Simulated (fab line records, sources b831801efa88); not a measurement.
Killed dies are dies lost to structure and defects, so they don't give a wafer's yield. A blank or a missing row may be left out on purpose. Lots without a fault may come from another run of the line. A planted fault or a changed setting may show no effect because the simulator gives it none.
Chamber matching | flow sky130 | SKY_VIA2_CMP_02 on cmp-01: 4 sister chambers
The step polishes SiO2. 8 wafers are shown with their chamber, then 7 later ones without.

WAFERS WITH THEIR CHAMBER
wafer  | chamber | motor_current_A (A) | slurry_filter_dp_kPa (kPa)
L507.1 | 0       | 10.6                | 13.39
L509.3 | 3       | 13.3                | 13.55
L509.4 | 0       | 11.6                | 13.45
L512.2 | 3       | 14.0                | 13.33
L518.2 | 1       | 10.9                | 13.63
L518.5 | 2       | 11.3                | 13.66
L519.2 | 2       | 11.4                | 13.32
L519.3 | 1       | 10.5                | 13.58

WAFERS WITHOUT THEIR CHAMBER
wafer  | motor_current_A (A) | slurry_filter_dp_kPa (kPa)
L519.6 | 12.9                | 13.39
L520.2 | 10.7                | 13.39
L520.5 | 11.5                | 13.59
L520.6 | 10.5                | 13.29
L521.1 | 13.2                | 13.75
L521.3 | 11.1                | 13.79
L521.4 | 11.4                | 13.55

WHICH CHAMBER EACH WENT THROUGH
wafer  | from the rows above          | in truth
L519.6 | can't be placed: 3 or 2      | 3
L520.2 | can't be placed: 0 or 1 or 2 | 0
L520.5 | can't be placed: 2 or 0 or 1 | 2
L520.6 | can't be placed: 0 or 1 or 2 | 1
L521.1 | 3                            | 3
L521.3 | can't be placed: 1 or 2 or 0 | 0
L521.4 | can't be placed: 2 or 0 or 1 | 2
Placed correctly: 1 of 7. Can't be placed from these rows: 6 (the true chamber is among the candidates in 6). Placed wrongly: 0.
How it was worked out, from the rows above alone: a wafer's distance from a chamber is the root of the sum, over the readings, of the square of ((its reading less the chamber's mean) divided by the reading's scatter). The wafer belongs to the nearest chamber; if the next one is less than 2 further off, it can't be placed. A chamber's mean is the mean of its shown wafers. The scatter: the root of (the sum of the squares of (reading less its chamber's mean) over the shown wafers, divided by (wafers less chambers)).
